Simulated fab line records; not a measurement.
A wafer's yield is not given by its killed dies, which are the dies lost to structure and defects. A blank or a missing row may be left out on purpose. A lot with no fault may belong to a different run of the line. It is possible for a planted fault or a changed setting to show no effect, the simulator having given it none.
Which tool did it? -- flow gf180mcu -- 14 lots, 38 wafers sampled, at 5 steps of a route of 602

WHAT THE GAUGES READ, wafer by wafer
GF_V2_THK_MEAS_01. Usual: for V2_CVD_00_THK the level is 600 nm and the standard deviation is 6.9.
lot,measured,on,V2_CVD_00_THK (nm),flag
L935,day 19 06:40,film_metro-02,594 598 595,
L936,day 19 12:55,film_metro-02,598 601 603,
L938,day 20 14:41,film_metro-01,594 596 609,
L940,day 21 02:39,film_metro-02,584 600 596,
L941,day 21 13:48,film_metro-04,609 600 586,
L942,day 21 23:48,film_metro-01,596 591 596,
L943,day 22 12:19,film_metro-04,600 585 604,
L944,day 22 19:16,film_metro-02,590 597 592,
L945,day 23 02:50,film_metro-02,602 598 596,
L947,day 23 17:25,film_metro-04,480,OFF
L948,day 24 00:04,film_metro-04,476,OFF
L951,day 25 01:14,film_metro-02,615 591 603,
L956,day 26 13:49,film_metro-02,609 597 602,
L957,day 26 18:37,film_metro-04,601 607 604,

TOOL THAT RAN EACH LOT (tool first, then ch and the chambers of the sampled wafers, then the start)
lot,GF_V1_SPUTTER_21,GF_M2_SPUTTER_00,GF_M2_METAL_ETCH_16,GF_V2_CVD_00
L935,"pvd_sputter-02, day 18 04:43","pvd_sputter-03, day 18 05:25","rie_metal-01 ch 0,1, day 19 05:56","hdpcvd-02 ch 1,2, day 19 06:35"
L936,"pvd_sputter-03, day 18 10:56","pvd_sputter-01, day 18 11:37","rie_metal-01 ch 0,1, day 19 12:09","hdpcvd-02 ch 0,1, day 19 12:47"
L938,"pvd_sputter-03, day 19 12:26","pvd_sputter-02, day 19 13:08","rie_metal-03 ch 1, day 20 13:57","hdpcvd-02 ch 1,2, day 20 14:37"
L940,"pvd_sputter-02, day 20 00:08","pvd_sputter-01, day 20 00:50","rie_metal-01 ch 0, day 21 01:29","hdpcvd-02 ch 0,1,2, day 21 02:35"
L941,"pvd_sputter-04, day 20 12:02","pvd_sputter-02, day 20 12:44","rie_metal-04 ch 0, day 21 13:03","hdpcvd-02 ch 1,2, day 21 13:43"
L942,"pvd_sputter-02, day 20 21:40","pvd_sputter-01, day 20 22:28","rie_metal-01 ch 0,1, day 21 23:02","hdpcvd-01 ch 1,2, day 21 23:41"
L943,"pvd_sputter-02, day 21 10:14","pvd_sputter-03, day 21 10:55","rie_metal-03 ch 0,1, day 22 11:34","hdpcvd-02 ch 0,2, day 22 12:14"
L944,"pvd_sputter-04, day 21 17:13","pvd_sputter-03, day 21 17:54","rie_metal-01 ch 0,1, day 22 18:33","hdpcvd-01 ch 0,1,2, day 22 19:12"
L945,"pvd_sputter-04, day 22 01:04","pvd_sputter-02, day 22 01:45","rie_metal-01 ch 0,1, day 23 02:05","hdpcvd-01 ch 1,2, day 23 02:46"
L947,"pvd_sputter-02, day 22 15:53","pvd_sputter-01, day 22 16:34","rie_metal-04 ch 0, day 23 16:40","hdpcvd-02 ch 0, day 23 17:20"
L948,"pvd_sputter-02, day 22 23:20","pvd_sputter-01, day 23 00:02","rie_metal-01 ch 0, day 23 23:20","hdpcvd-02 ch 0, day 23 23:59"
L951,"pvd_sputter-04, day 24 00:52","pvd_sputter-03, day 24 01:34","rie_metal-01 ch 1, day 25 00:20","hdpcvd-01 ch 0,1,2, day 25 01:10"
L956,"pvd_sputter-02, day 25 14:49","pvd_sputter-02, day 25 15:30","rie_metal-01 ch 0,1, day 26 13:05","hdpcvd-01 ch 0,1,2, day 26 13:44"
L957,"pvd_sputter-04, day 25 20:04","pvd_sputter-02, day 25 20:48","rie_metal-04 ch 0,1, day 26 17:54","hdpcvd-01 ch 1,2, day 26 18:31"
- GF_V1_SPUTTER_21: material Ti, target thk 15 nm, time 80.02 s.
- GF_M2_SPUTTER_00: material Ti, target thk 37.5 nm, time 150 s.
- GF_M2_METAL_ETCH_16: etches the open film in Cl2/BCl3, stops on SiO2, target depth 627.5 nm, time 104.6 s.
- GF_V2_CVD_00: deposits SiO2, target thk 600 nm, time 100 s.

AS READ BY THE TOOLS THEMSELVES (means over the sampled wafers that have a number; for cases with no such wafer, the mark the record gives instead)
GF_V1_SPUTTER_21. Usual: substrate_temp_c 199.99 C, standard deviation 0.17; throttle_valve_pct 30.1 %, standard deviation 1.2.
lot,tool,substrate_temp_c (C),throttle_valve_pct (%),flag
L935,pvd_sputter-02,199.88,30.3,
L936,pvd_sputter-03,199.99,30.5,
L938,pvd_sputter-03,199.93,30.7,
L940,pvd_sputter-02,199.89,29.5,
L941,pvd_sputter-04,199.98,29.9,
L942,pvd_sputter-02,200.17,30.2,
L943,pvd_sputter-02,199.86,30.6,
L944,pvd_sputter-04,199.98,31.8,
L945,pvd_sputter-04,199.95,31.0,
L947,pvd_sputter-02,200.16,28.9,
L948,pvd_sputter-02,200.10,28.9,
L951,pvd_sputter-04,199.93,29.7,
L956,pvd_sputter-02,200.00,30.3,
L957,pvd_sputter-04,199.88,30.9,

GF_M2_SPUTTER_00. Usual: substrate_temp_c 200.01 C, standard deviation 0.18; throttle_valve_pct 30.4 %, standard deviation 0.78.
lot,tool,substrate_temp_c (C),throttle_valve_pct (%),flag
L935,pvd_sputter-03,199.85,30.6,
L936,pvd_sputter-01,200.08,31.3,
L938,pvd_sputter-02,200.03,30.5,
L940,pvd_sputter-01,200.12,30.4,
L941,pvd_sputter-02,200.09,30.9,
L942,pvd_sputter-01,199.99,30.8,
L943,pvd_sputter-03,200.06,30.5,
L944,pvd_sputter-03,200.15,30.6,
L945,pvd_sputter-02,199.93,30.1,
L947,pvd_sputter-01,199.85,30.5,
L948,pvd_sputter-01,200.08,31.5,
L951,pvd_sputter-03,199.99,30.5,
L956,pvd_sputter-02,200.00,29.5,
L957,pvd_sputter-02,200.03,30.1,

GF_M2_METAL_ETCH_16. Usual: drypump_motor_current_A 5.6 A, standard deviation 0.65; oes_product_au 0.970 a.u., standard deviation 0.0078; throttle_valve_pct 28.253 %, standard deviation 0.011.
lot,tool,drypump_motor_current_A (A),oes_product_au (a.u.),throttle_valve_pct (%),flag
L935,rie_metal-01,5.7,0.979,28.244,
L936,rie_metal-01,6.1,0.972,28.252,
L938,rie_metal-03,5.4,0.984,28.242,
L940,rie_metal-01,6.6,0.961,28.261,
L941,rie_metal-04,4.8,0.972,28.256,
L942,rie_metal-01,6.1,0.965,28.257,
L943,rie_metal-03,5.5,0.983,28.247,
L944,rie_metal-01,6.1,0.965,28.252,
L945,rie_metal-01,6.1,0.965,28.253,
L947,rie_metal-04,4.9,0.958,28.279,
L948,rie_metal-01,6.6,0.965,28.260,
L951,rie_metal-01,5.2,0.973,28.255,
L956,rie_metal-01,6.1,0.976,28.240,
L957,rie_metal-04,4.8,0.973,28.253,

GF_V2_CVD_00. Usual: sih4_flow_sccm at 60.01 sccm, with a standard deviation of 0.18.
lot,tool,sih4_flow_sccm (sccm),flag
L935,hdpcvd-02,59.93,
L936,hdpcvd-02,59.92,
L938,hdpcvd-02,60.01,
L940,hdpcvd-02,60.12,
L941,hdpcvd-02,60.13,
L942,hdpcvd-01,60.01,
L943,hdpcvd-02,59.83,
L944,hdpcvd-01,59.92,
L945,hdpcvd-01,59.93,
L947,hdpcvd-02,47.61,OFF
L948,hdpcvd-02,48.12,OFF
L951,hdpcvd-01,59.86,
L956,hdpcvd-01,59.86,
L957,hdpcvd-01,60.00,

THE ANSWER, worked out from the rows above alone
Rule: a lot is off if the mean of its wafers that have a number lies more than 3 standard deviations from the usual mean. A lot without any number at a reading at which 4 lots or more have one is off too. Any other lot the step has rows for is counted as sound. First the gauges in route order, then the tools' own readings, where a lot's mean is used as printed above. The first step at which some lot is off is used, and at that step the reading that is off furthest; a lot without a number counts as furthest.
Off: L947, L948, at GF_V2_THK_MEAS_01 (V2_CVD_00_THK).
A tool fits if, at a process step before that reading, it ran every lot that is off, and no sound lot after the first of them. The gauges at GF_V2_THK_MEAS_01 aren't tried: what is off there is off at GF_V2_CVD_00 too, on other tools, and a gauge's error can't cause that. Can't be told from this: 2 tools fit, pvd_sputter-01 at GF_M2_SPUTTER_00, hdpcvd-02 at GF_V2_CVD_00.

WHAT HAD BEEN PUT IN BY THE SIMULATOR
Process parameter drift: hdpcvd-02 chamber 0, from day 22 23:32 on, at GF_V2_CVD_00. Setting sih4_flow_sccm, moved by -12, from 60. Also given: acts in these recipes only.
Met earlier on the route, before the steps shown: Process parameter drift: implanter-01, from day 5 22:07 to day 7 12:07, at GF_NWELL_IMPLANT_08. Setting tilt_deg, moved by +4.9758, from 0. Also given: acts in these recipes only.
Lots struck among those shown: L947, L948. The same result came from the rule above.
